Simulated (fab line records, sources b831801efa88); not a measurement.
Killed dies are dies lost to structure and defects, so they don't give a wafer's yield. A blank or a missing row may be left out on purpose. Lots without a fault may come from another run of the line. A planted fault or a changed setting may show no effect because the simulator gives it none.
Problem report in the 8D (eight disciplines) form, filled by code | flow gf180mcu | the parts of the form that need people (team, actions taken, sign-off) are left out

1. THE PROBLEM
tube_center_temp_C at GF_DUAL_GATE_OXIDATION_15 reads a mean of 858 C on 6 wafers of 2 lots; wafers without a fault read 850 C with a standard deviation of 0.077. That is +99 or more standard deviations from the usual mean.
The step: stabilise 600 s, purge 300 s, target thk 7.098 nm.
First seen on wafer L684.1, day 14 02:27, on furnace-01. The record holds 39 wafers of 13 lots with a number at this step. Rule for "out", or "out of limits": more than 4 standard deviations from the usual mean. The other wafers with a number count as sound.

2. WHAT IT IS AND WHAT IT IS NOT
question                    | is                                                                                                                | is not
which readings at this step | tube_center_temp_C, spike_tc_centre_C, spike_tc_lower_C, spike_tc_top_C, spike_tc_upper_C, tube_center_temp_C_max | -
which lots                  | L684, L686                                                                                                        | L665, L666, L667, L671, L674, L675, L676, L677, L680, L683, L687
which wafers of those lots  | all that have a number                                                                                            | -
read on which tools         | furnace-01                                                                                                        | furnace-02
when                        | from day 14 02:27                                                                                                 | up to then (30 sound wafers); but 3 sound wafers of L687 came after

3. SUSPECTS, AND WHAT RULES EACH OUT
Counting: a tool at a process step up to the reading stays a suspect if it ran every lot that is out and no sound lot after the first of them.
- furnace-01 at GF_DUAL_GATE_OXIDATION_15 (stabilise 600 s, purge 300 s, target thk 7.098 nm): kept. It ran every lot that is out, first L684 (day 14 02:27), and no sound lot after that; its last sound lot up to then is L676 (day 11 19:22). Its own readings are out on those wafers: spike_tc_centre_C, spike_tc_lower_C, spike_tc_top_C, spike_tc_upper_C, tube_center_temp_C, tube_center_temp_C_max.
Left after counting: furnace-01 at GF_DUAL_GATE_OXIDATION_15.

4. THE CAUSE (what the simulator had put in)
Process parameter drift: furnace-01, from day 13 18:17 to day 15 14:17, at GF_DUAL_GATE_OXIDATION_15. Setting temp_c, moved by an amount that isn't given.
Counting left only this tool.

5. THE CHAIN OF EFFECTS, in route order
Each row: a reading whose mean over the struck wafers that have a number lies more than 3 standard deviations from the usual. Only readings for which the record gives a usual standard deviation are gone through. hours: the time from each lot's start at the first step in this table that gives one to its start at this step, as a median over the lots. sigmas: the change in usual standard deviations.
hours | step                      | reading                | usual   | on struck wafers | change | sigmas
0     | GF_DUAL_GATE_OXIDATION_15 | spike_tc_bottom_C      | 868.3 C | 874.5            | +6.2   | +4.1
0     | GF_DUAL_GATE_OXIDATION_15 | spike_tc_centre_C      | 850.6 C | 858.5            | +7.9   | +8.2
0     | GF_DUAL_GATE_OXIDATION_15 | spike_tc_lower_C       | 851.2 C | 859.5            | +8.3   | +8.4
0     | GF_DUAL_GATE_OXIDATION_15 | spike_tc_top_C         | 866.1 C | 875.6            | +9.5   | +7.9
0     | GF_DUAL_GATE_OXIDATION_15 | spike_tc_upper_C       | 849.2 C | 856.6            | +7.4   | +6.8
0     | GF_DUAL_GATE_OXIDATION_15 | tube_center_temp_C     | 850 C   | 858              | +8     | +99 or more
0     | GF_DUAL_GATE_OXIDATION_15 | tube_center_temp_C_max | 852.2   | 860.5            | +8.3   | +22
The process steps in it:
- GF_DUAL_GATE_OXIDATION_15: stabilise 600 s, purge 300 s, target thk 7.098 nm.

6. WHAT WOULD HAVE CAUGHT IT SOONER
In this record the first reading out of limits was taken at day 14 02:27, 8 hours after the fault began at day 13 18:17.
